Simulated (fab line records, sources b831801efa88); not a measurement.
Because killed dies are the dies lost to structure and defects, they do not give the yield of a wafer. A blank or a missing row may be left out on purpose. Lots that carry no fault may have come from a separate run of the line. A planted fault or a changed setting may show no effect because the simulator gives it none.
A struck lot beside a sound one || flow gf180mcu || 28 out of 602 route steps
Sound: these wafers, L984.1, L984.2, L984.6. Wafers L993.1, L993.5, L993.6 were the ones struck. The cause is named last.
Per side, at each step with rows, come the tool, then ch with its chambers, and then its first start. Under that, the readings that differ: sound wafers || struck wafers || difference of the means || sigmas: that difference in standard deviations of wafers without a fault.
alike: readings with means less than 2 such deviations apart, plus words and numbers identical on both sides. not compared: withheld readings, readings lacking a value on some wafer, bounds such as >300 that could conceal the same value, and numbers that have no deviation in the record and whose values overlap.
The two part at a step that has a row with sigmas, a row that says differs or no value, or rows on one side only. Numbers that have no deviation but don't overlap get no sigmas and don't part them. Lack of a reading on every wafer of one side parts them only where that side has two or more wafers.

GF_V2_OVL_MEAS_15:
  sound: overlay-02 at day 23 12:40; struck: overlay-02 at day 26 06:17
  alike: V2_OVL
GF_V2_ETCH_16: etches BARC in N2/H2.
  sound on rie_diel-04 ch 0,3, day 23 12:43; struck on rie_diel-03 ch 1,2,3, day 26 06:19
  alike: drypump_motor_current_A, oes_product_au, throttle_valve_pct
then, 1 step without rows for these wafers: GF_V2_ETCH_17 (etches SiO2 in C4F8/O2/Ar, stops on TiN, target depth 630 nm).
GF_V2_STRIP_18: strips in O2/N2.
  sound on plasma_asher-02 ch 0,1, day 23 12:50; struck on plasma_asher-01 ch 0,1, day 26 06:27
{"reading": "drypump_motor_current_A (A)", "sound": "6.2 6.2 6.3", "struck": "5.3 5.3 5.4", "difference": -0.9, "sigmas": -2}
  alike: heater_power_w, oes_product_au, platen_temp_c
  not compared: rf_hours_counter_h
then, 4 steps without rows for these wafers: GF_V2_STRIP_19 (strips in post etch residue remover, time 1200 s); GF_V2_CLEAN_20 (cleans in DIW); GF_V2_SPUTTER_21 (material Ti, target thk 15 nm, time 80.02 s); GF_V2_SPUTTER_22 (material TiN, target thk 10 nm, time 40 s).
GF_V2_CVD_23: deposits W, target thk 350 nm, time 104.94 s.
  sound on cvd_w-02 ch 0,1, day 23 13:28; struck on cvd_w-01 ch 0,1, day 26 07:07
  alike: heater_power_outer_w, heater_power_w, susceptor_temp_C
GF_V2_RS_MEAS_24: uses a four-point probe to measure.
  sound: film_metro-03 at day 23 13:35; struck: film_metro-01 at day 26 07:13
  alike: V2_W_RS
GF_V2_THK_MEAS_25: measures by xrf.
  sound: film_metro-03 at day 23 13:42; struck: film_metro-01 at day 26 07:20
  alike: V2_W_THK
then, 1 step without rows for these wafers: GF_V2_CMP_26 (polishes, stops on SiO2, t overpolish 15 s, target thk 0 nm).
GF_M3_SPUTTER_00: material Ti, target thk 37.5 nm, time 150 s.
  sound: pvd_sputter-04 at day 23 14:04; struck: pvd_sputter-04 at day 26 07:42
  no value came back on the struck wafers for cathode_dc_power_W (W), chamber_pressure_pa (Pa), throttle_valve_pct (%), time_s (s); on the sound wafers cathode_dc_power_W (W) reads 4000.1 3999.0 3999.8
GF_M3_SPUTTER_01: material TiN, target thk 30 nm, time 25 s.
  sound: pvd_sputter-04 at day 23 14:10; struck: pvd_sputter-04 at day 26 07:48
  alike: cathode_dc_power_W, chamber_pressure_pa, throttle_valve_pct
then, 2 steps without rows for these wafers: GF_M3_SPUTTER_02 (material AlCu, target thk 450 nm, time 23.9 s); GF_M3_SPUTTER_03 (material Ti, target thk 10 nm, time 6.7 s).
GF_M3_SPUTTER_04: material TiN, target thk 50 nm, time 41.7 s.
  sound: pvd_sputter-04 at day 23 14:15; struck: pvd_sputter-04 at day 26 07:53
  alike: cathode_dc_power_W, chamber_pressure_pa, throttle_valve_pct
then, 7 steps without rows for these wafers: GF_M3_DEHYDRATE_07 (time 60 s); GF_M3_HMDS_08 (prime time 60 s); GF_M3_COAT_09 (resist thk 1000 nm); GF_M3_SOFTBAKE_10 (time 60 s); GF_M3_EXPOSE_11 (exposes mask Metal3, target cd 280 nm); GF_M3_PEB_12 (peb time 90 s); GF_M3_DEVELOP_13 (develop time 60 s).
GF_M3_CD_MEAS_14: the cd target is 280 nm.
  sound: cd_sem-02 at day 24 12:19; struck: cd_sem-02 at day 27 04:23
  alike: cd_nm
GF_M3_OVL_MEAS_15:
  sound: overlay-02 at day 24 12:26; struck: overlay-01 at day 27 04:30
  alike: M3_OVL
GF_M3_METAL_ETCH_16: etches the open film in Cl2/BCl3, stops on SiO2, target depth 627.5 nm, time 104.6 s.
  sound on rie_metal-01 ch 0,1, day 24 12:28; struck on rie_metal-04 ch 0,1, day 27 04:32
{"reading": "oes_product_au (a.u.)", "sound": "0.973 0.978 0.968", "struck": "0.999 0.990 0.993", "difference": "+0.021", "sigmas": "+4"}
{"reading": "throttle_valve_pct (%)", "sound": "28.235 28.262 28.259", "struck": "28.227 28.220 28.240", "difference": -0.023, "sigmas": -2}
  alike: drypump_motor_current_A
  not compared: rf_hours_counter_h
then, 1 step without rows for these wafers: GF_M3_STRIP_17 (strips in O2/N2).

WHERE THEY PART
At GF_V2_STRIP_18 first; at GF_M3_METAL_ETCH_16 last (within this record only).

WHY: the cause the simulator had injected
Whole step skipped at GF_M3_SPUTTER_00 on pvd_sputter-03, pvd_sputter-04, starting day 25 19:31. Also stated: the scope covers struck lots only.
